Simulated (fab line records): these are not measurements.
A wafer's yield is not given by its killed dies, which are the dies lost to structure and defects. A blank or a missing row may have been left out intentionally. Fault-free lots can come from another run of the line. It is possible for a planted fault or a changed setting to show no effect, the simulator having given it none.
Which tool did it? / flow sky130 / 12 lots with 36 wafers sampled at 4 steps, on a route of 708 steps

WHAT THE GAUGES READ, wafer by wafer
SKY_FIELD_ISO_THK_MEAS_02. Usual: for FIELD_ISO_OXIDATION_00_THK the level is 12.11 nm and the standard deviation is 0.24.
lot=L910; measured=day 1 19:16; on=film_metro-02; FIELD_ISO_OXIDATION_00_THK (nm)=12.28 12.38 12.33; flag=
lot=L912; measured=day 2 03:17; on=film_metro-04; FIELD_ISO_OXIDATION_00_THK (nm)=11.98 12.01 11.96; flag=
lot=L915; measured=day 2 18:02; on=film_metro-04; FIELD_ISO_OXIDATION_00_THK (nm)=12.07 11.85 12.25; flag=
lot=L916; measured=day 2 22:44; on=film_metro-03; FIELD_ISO_OXIDATION_00_THK (nm)=12.01 12.14 12.14; flag=
lot=L917; measured=day 3 03:38; on=film_metro-03; FIELD_ISO_OXIDATION_00_THK (nm)=12.37 12.21 12.20; flag=
lot=L918; measured=day 3 09:22; on=film_metro-04; FIELD_ISO_OXIDATION_00_THK (nm)=12.09 12.21 11.87; flag=
lot=L919; measured=day 3 14:49; on=film_metro-04; FIELD_ISO_OXIDATION_00_THK (nm)=12.13 12.54 12.45; flag=
lot=L921; measured=day 3 23:38; on=film_metro-03; FIELD_ISO_OXIDATION_00_THK (nm)=12.01 11.85 12.22; flag=
lot=L922; measured=day 4 05:26; on=film_metro-02; FIELD_ISO_OXIDATION_00_THK (nm)=12.47 12.39 12.24; flag=
lot=L928; measured=day 5 10:38; on=film_metro-02; FIELD_ISO_OXIDATION_00_THK (nm)=13.30 13.48 13.41; flag=OFF
lot=L929; measured=day 5 16:22; on=film_metro-02; FIELD_ISO_OXIDATION_00_THK (nm)=13.78 13.73 13.58; flag=OFF
lot=L930; measured=day 5 23:18; on=film_metro-02; FIELD_ISO_OXIDATION_00_THK (nm)=13.44 13.66 13.59; flag=OFF

SKY_NWELL_OVL_MEAS_10. Usual: for NWELL_00_OVL the level is -0.6 nm and the standard deviation is 1.6.
lot=L910; measured=day 4 21:43; on=overlay-01; NWELL_00_OVL (nm)=0.4 -2.2 -0.2; flag=
lot=L912; measured=day 5 07:13; on=overlay-01; NWELL_00_OVL (nm)=2.0 1.5 2.5; flag=
lot=L915; measured=day 6 00:17; on=overlay-01; NWELL_00_OVL (nm)=-2.4 -2.9 -2.6; flag=
lot=L916; measured=day 6 07:55; on=overlay-01; NWELL_00_OVL (nm)=-2.0 -2.6 -3.7; flag=
lot=L917; measured=day 6 15:08; on=overlay-02; NWELL_00_OVL (nm)=1.8 2.4 -0.6; flag=
lot=L918; measured=day 6 23:14; on=overlay-02; NWELL_00_OVL (nm)=-1.3 -0.3 -1.8; flag=
lot=L919; measured=day 7 00:55; on=overlay-01; NWELL_00_OVL (nm)=0.7 -1.9 -2.1; flag=
lot=L921; measured=day 7 11:52; on=overlay-01; NWELL_00_OVL (nm)=-0.2 -0.6 -0.3; flag=
lot=L922; measured=day 7 16:04; on=overlay-02; NWELL_00_OVL (nm)=-0.3 -0.7 -1.0; flag=
lot=L928; measured=day 9 06:58; on=overlay-01; NWELL_00_OVL (nm)=-1.5 -1.0 -1.5; flag=
lot=L929; measured=day 10 06:22; on=overlay-01; NWELL_00_OVL (nm)=0.3 -2.1 -1.5; flag=
lot=L930; measured=day 10 16:01; on=overlay-01; NWELL_00_OVL (nm)=-1.2 -0.1 -0.6; flag=

EACH LOT AND THE TOOL THAT RAN IT (in order: tool; ch and the chambers of the sampled wafers; start)
lot=L910; SKY_FIELD_ISO_OXIDATION_01=furnace-01 ch 0, day 1 17:45; SKY_FIELD_ISO_ETCH_14=rie_diel-01 ch 0,1, day 2 14:56
lot=L912; SKY_FIELD_ISO_OXIDATION_01=furnace-02 ch 0, day 2 01:46; SKY_FIELD_ISO_ETCH_14=rie_diel-04 ch 0,2,3, day 2 21:59
lot=L915; SKY_FIELD_ISO_OXIDATION_01=furnace-01 ch 0, day 2 16:31; SKY_FIELD_ISO_ETCH_14=rie_diel-01 ch 0,1,2, day 3 13:20
lot=L916; SKY_FIELD_ISO_OXIDATION_01=furnace-02 ch 0, day 2 21:13; SKY_FIELD_ISO_ETCH_14=rie_diel-01 ch 0,1,3, day 3 21:45
lot=L917; SKY_FIELD_ISO_OXIDATION_01=furnace-02 ch 0, day 3 02:07; SKY_FIELD_ISO_ETCH_14=rie_diel-01 ch 1,2, day 4 01:26
lot=L918; SKY_FIELD_ISO_OXIDATION_01=furnace-01 ch 0, day 3 07:50; SKY_FIELD_ISO_ETCH_14=rie_diel-01 ch 2,3, day 4 07:25
lot=L919; SKY_FIELD_ISO_OXIDATION_01=furnace-01 ch 0, day 3 13:18; SKY_FIELD_ISO_ETCH_14=rie_diel-02 ch 0,2, day 4 10:12
lot=L921; SKY_FIELD_ISO_OXIDATION_01=furnace-01 ch 0, day 3 22:07; SKY_FIELD_ISO_ETCH_14=rie_diel-02 ch 0,2, day 4 20:31
lot=L922; SKY_FIELD_ISO_OXIDATION_01=furnace-01 ch 0, day 4 03:55; SKY_FIELD_ISO_ETCH_14=rie_diel-01 ch 0,1, day 5 02:18
lot=L928; SKY_FIELD_ISO_OXIDATION_01=furnace-02 ch 0, day 5 09:07; SKY_FIELD_ISO_ETCH_14=rie_diel-04 ch 0,3, day 6 07:12
lot=L929; SKY_FIELD_ISO_OXIDATION_01=furnace-02 ch 0, day 5 14:51; SKY_FIELD_ISO_ETCH_14=rie_diel-01 ch 0,2, day 6 13:07
lot=L930; SKY_FIELD_ISO_OXIDATION_01=furnace-02 ch 0, day 5 21:47; SKY_FIELD_ISO_ETCH_14=rie_diel-02 ch 1,2,3, day 6 20:29
- SKY_FIELD_ISO_OXIDATION_01: stabilise 600 s, purge 300 s, target thk 12 nm.
- SKY_FIELD_ISO_ETCH_14: etches BARC in N2/H2, stops on SiO2, time 45.9 s, target depth 60 nm.

WHAT THE TOOLS THEMSELVES READ (means of the sampled wafers that have a number; where no wafer has one, the mark that the record gives instead)
SKY_FIELD_ISO_OXIDATION_01. Usual: spike_tc_centre_C 899.7 C, standard deviation 1.1.
lot=L910; tool=furnace-01; spike_tc_centre_C (C)=899.5; flag=
lot=L912; tool=furnace-02; spike_tc_centre_C (C)=900.0; flag=
lot=L915; tool=furnace-01; spike_tc_centre_C (C)=901.3; flag=
lot=L916; tool=furnace-02; spike_tc_centre_C (C)=900.1; flag=
lot=L917; tool=furnace-02; spike_tc_centre_C (C)=898.8; flag=
lot=L918; tool=furnace-01; spike_tc_centre_C (C)=900.0; flag=
lot=L919; tool=furnace-01; spike_tc_centre_C (C)=900.2; flag=
lot=L921; tool=furnace-01; spike_tc_centre_C (C)=899.6; flag=
lot=L922; tool=furnace-01; spike_tc_centre_C (C)=899.9; flag=
lot=L928; tool=furnace-02; spike_tc_centre_C (C)=900.7; flag=
lot=L929; tool=furnace-02; spike_tc_centre_C (C)=899.7; flag=
lot=L930; tool=furnace-02; spike_tc_centre_C (C)=899.7; flag=

SKY_FIELD_ISO_ETCH_14. Usual: drypump_motor_current_A 5.9 A, standard deviation 0.43; oes_product_au 0.854 a.u., standard deviation 0.0047; throttle_valve_pct 13.224 %, standard deviation 0.0082.
lot=L910; tool=rie_diel-01; drypump_motor_current_A (A)=5.8; oes_product_au (a.u.)=0.861; throttle_valve_pct (%)=13.226; flag=
lot=L912; tool=rie_diel-04; drypump_motor_current_A (A)=6.4; oes_product_au (a.u.)=0.853; throttle_valve_pct (%)=13.224; flag=
lot=L915; tool=rie_diel-01; drypump_motor_current_A (A)=5.9; oes_product_au (a.u.)=0.854; throttle_valve_pct (%)=13.221; flag=
lot=L916; tool=rie_diel-01; drypump_motor_current_A (A)=5.4; oes_product_au (a.u.)=0.854; throttle_valve_pct (%)=13.226; flag=
lot=L917; tool=rie_diel-01; drypump_motor_current_A (A)=6.1; oes_product_au (a.u.)=0.855; throttle_valve_pct (%)=13.221; flag=
lot=L918; tool=rie_diel-01; drypump_motor_current_A (A)=5.2; oes_product_au (a.u.)=0.857; throttle_valve_pct (%)=13.226; flag=
lot=L919; tool=rie_diel-02; drypump_motor_current_A (A)=5.9; oes_product_au (a.u.)=0.855; throttle_valve_pct (%)=13.222; flag=
lot=L921; tool=rie_diel-02; drypump_motor_current_A (A)=5.9; oes_product_au (a.u.)=0.850; throttle_valve_pct (%)=13.232; flag=
lot=L922; tool=rie_diel-01; drypump_motor_current_A (A)=5.9; oes_product_au (a.u.)=0.855; throttle_valve_pct (%)=13.225; flag=
lot=L928; tool=rie_diel-04; drypump_motor_current_A (A)=6.4; oes_product_au (a.u.)=0.850; throttle_valve_pct (%)=13.219; flag=
lot=L929; tool=rie_diel-01; drypump_motor_current_A (A)=6.0; oes_product_au (a.u.)=0.852; throttle_valve_pct (%)=13.222; flag=
lot=L930; tool=rie_diel-02; drypump_motor_current_A (A)=5.8; oes_product_au (a.u.)=0.858; throttle_valve_pct (%)=13.226; flag=

THE ANSWER, worked out from the rows above alone
Rule: a lot counts as off when the mean over its wafers that have a number is more than 3 standard deviations away from the usual mean. Also off: a lot with no number at a reading for which 4 or more lots have one. The other lots that the step has rows for count as sound. First the gauges in route order, then the tools' own readings, where a lot's mean is used as printed above. The first step at which some lot is off is used, and at that step the reading that is off furthest; a lot without a number counts as furthest.
Off: at SKY_FIELD_ISO_THK_MEAS_02 (FIELD_ISO_OXIDATION_00_THK), L928, L929, L930.
If a tool, at a process step before that reading, ran all the lots that are off and no sound lot after the first of them, it fits. The gauges at SKY_FIELD_ISO_THK_MEAS_02 are tried like those tools. 2 tools fit, furnace-02 at SKY_FIELD_ISO_OXIDATION_01 and film_metro-02 at SKY_FIELD_ISO_THK_MEAS_02, so this cannot tell which one it is.

WHAT THE SIMULATOR HAD PUT IN
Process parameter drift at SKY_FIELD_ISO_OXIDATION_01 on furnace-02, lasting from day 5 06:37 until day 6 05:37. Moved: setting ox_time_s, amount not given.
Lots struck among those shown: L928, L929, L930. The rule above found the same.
